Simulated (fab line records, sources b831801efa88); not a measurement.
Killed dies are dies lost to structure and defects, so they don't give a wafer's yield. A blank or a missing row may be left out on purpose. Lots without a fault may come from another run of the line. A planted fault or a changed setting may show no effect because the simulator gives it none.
Tool commonality check | flow sky130 | 15 lots, 45 wafers sampled

WHY IT WAS OPENED
At SKY_PWDE_TW_MEAS_10 the reading PWDE_TW is flagged on 3 of 15 lots. Wafers without a fault read 373.0, standard deviation 2.5.
Rule: a lot is flagged when every wafer of it that has a number lies more than 4 standard deviations from that mean, or none has a number. The other lots count as sound.

lot  | measured    | on            | PWDE_TW, wafer by wafer | flag
L364 | day 3 20:16 | film_metro-02 | 374.6 374.6 372.2       |
L365 | day 4 04:10 | film_metro-02 | 373.8 373.1 373.2       |
L370 | day 5 05:27 | film_metro-02 | 370.8 371.3 373.0       |
L371 | day 5 11:11 | film_metro-04 | 376.3 377.9 374.9       |
L372 | day 5 18:20 | film_metro-02 | 373.8 370.5 373.9       |
L374 | day 6 04:11 | film_metro-04 | 373.1 373.5 373.6       |
L375 | day 6 10:22 | film_metro-01 | 367.7 369.0 370.6       |
L376 | day 6 13:46 | film_metro-04 | 373.9 374.5 373.3       |
L377 | day 6 19:26 | film_metro-02 | 29.7 29.8 29.8          | FLAGGED
L378 | day 7 01:14 | film_metro-04 | 30.2 30.3 30.3          | FLAGGED
L379 | day 7 08:05 | film_metro-02 | 29.7 29.8 29.9          | FLAGGED
L380 | day 7 17:49 | film_metro-02 | 372.2 371.9 372.7       |
L385 | day 8 19:52 | film_metro-02 | 372.7 370.3 370.5       |
L386 | day 9 03:34 | film_metro-04 | 375.7 374.4 371.8       |
L387 | day 9 09:10 | film_metro-01 | 370.2 370.2 370.3       |
The numbers of the flagged lots are 29.9 on average: -343.1 against the usual, or -99 or more standard deviations.

WHICH TOOL RAN EACH LOT
The record holds 2 process steps before the reading, out of a route of 708 steps. In each cell: the tool, then ch and the chambers that the sampled wafers went through, then the start.
lot  | flag    | SKY_DNWELL_STRIP_08                 | SKY_PWDE_STRIP_09
L364 |         | plasma_asher-02 ch 0,1, day 3 03:55 | plasma_asher-01 ch 0,1, day 3 20:10
L365 |         | plasma_asher-04 ch 0,1, day 3 11:34 | plasma_asher-01 ch 0,1, day 4 04:04
L370 |         | plasma_asher-04 ch 0,1, day 4 12:35 | plasma_asher-01 ch 0,1, day 5 05:22
L371 |         | plasma_asher-04 ch 0,1, day 4 17:33 | plasma_asher-03 ch 0,1, day 5 11:05
L372 |         | plasma_asher-04 ch 0,1, day 4 23:52 | plasma_asher-01 ch 0,1, day 5 18:14
L374 |         | plasma_asher-01 ch 0,1, day 5 08:49 | plasma_asher-03 ch 0,1, day 6 04:05
L375 |         | plasma_asher-04 ch 0,1, day 5 15:46 | plasma_asher-03 ch 0,1, day 6 10:16
L376 |         | plasma_asher-04 ch 0,1, day 5 18:34 | plasma_asher-04 ch 0,1, day 6 13:40
L377 | FLAGGED | plasma_asher-01 ch 0,1, day 6 01:17 | plasma_asher-03 ch 0,1, day 6 19:20
L378 | FLAGGED | plasma_asher-04 ch 0,1, day 6 06:40 | plasma_asher-03 ch 0,1, day 7 01:08
L379 | FLAGGED | plasma_asher-01 ch 0,1, day 6 12:31 | plasma_asher-01 ch 0,1, day 7 07:59
L380 |         | plasma_asher-02 ch 0, day 6 22:08   | plasma_asher-03 ch 0, day 7 17:43
L385 |         | plasma_asher-02 ch 0,1, day 7 22:23 | plasma_asher-01 ch 0,1, day 8 19:46
L386 |         | plasma_asher-01 ch 0,1, day 8 05:47 | plasma_asher-03 ch 0,1, day 9 03:28
L387 |         | plasma_asher-01 ch 0,1, day 8 11:56 | plasma_asher-03 ch 0,1, day 9 09:04
What these steps do:
- SKY_DNWELL_STRIP_08: strips in O2/N2.
- SKY_PWDE_STRIP_09: strips in O2/N2.
- SKY_PWDE_TW_MEAS_10

FLAGGED OVER TOTAL, TOOL BY TOOL (the gauges that took the reading come last)
step                | tool            | lots run | flagged | share of the flagged lots | sound lots run after its first flagged lot
SKY_DNWELL_STRIP_08 | plasma_asher-01 | 5        | 2       | some                      | 2 (L386,L387)
SKY_DNWELL_STRIP_08 | plasma_asher-02 | 3        | 0       | none                      | -
SKY_DNWELL_STRIP_08 | plasma_asher-04 | 7        | 1       | some                      | 0
SKY_PWDE_STRIP_09   | plasma_asher-01 | 6        | 1       | some                      | 1 (L385)
SKY_PWDE_STRIP_09   | plasma_asher-03 | 8        | 2       | some                      | 3 (L380,L386,L387)
SKY_PWDE_STRIP_09   | plasma_asher-04 | 1        | 0       | none                      | -
SKY_PWDE_TW_MEAS_10 | film_metro-01   | 2        | 0       | none                      | -
SKY_PWDE_TW_MEAS_10 | film_metro-02   | 8        | 2       | some                      | 2 (L380,L385)
SKY_PWDE_TW_MEAS_10 | film_metro-04   | 5        | 1       | some                      | 1 (L386)

WHAT THE TABLE ALLOWS
No row of the table ran every flagged lot.

WHAT THE SIMULATOR HAD PUT IN
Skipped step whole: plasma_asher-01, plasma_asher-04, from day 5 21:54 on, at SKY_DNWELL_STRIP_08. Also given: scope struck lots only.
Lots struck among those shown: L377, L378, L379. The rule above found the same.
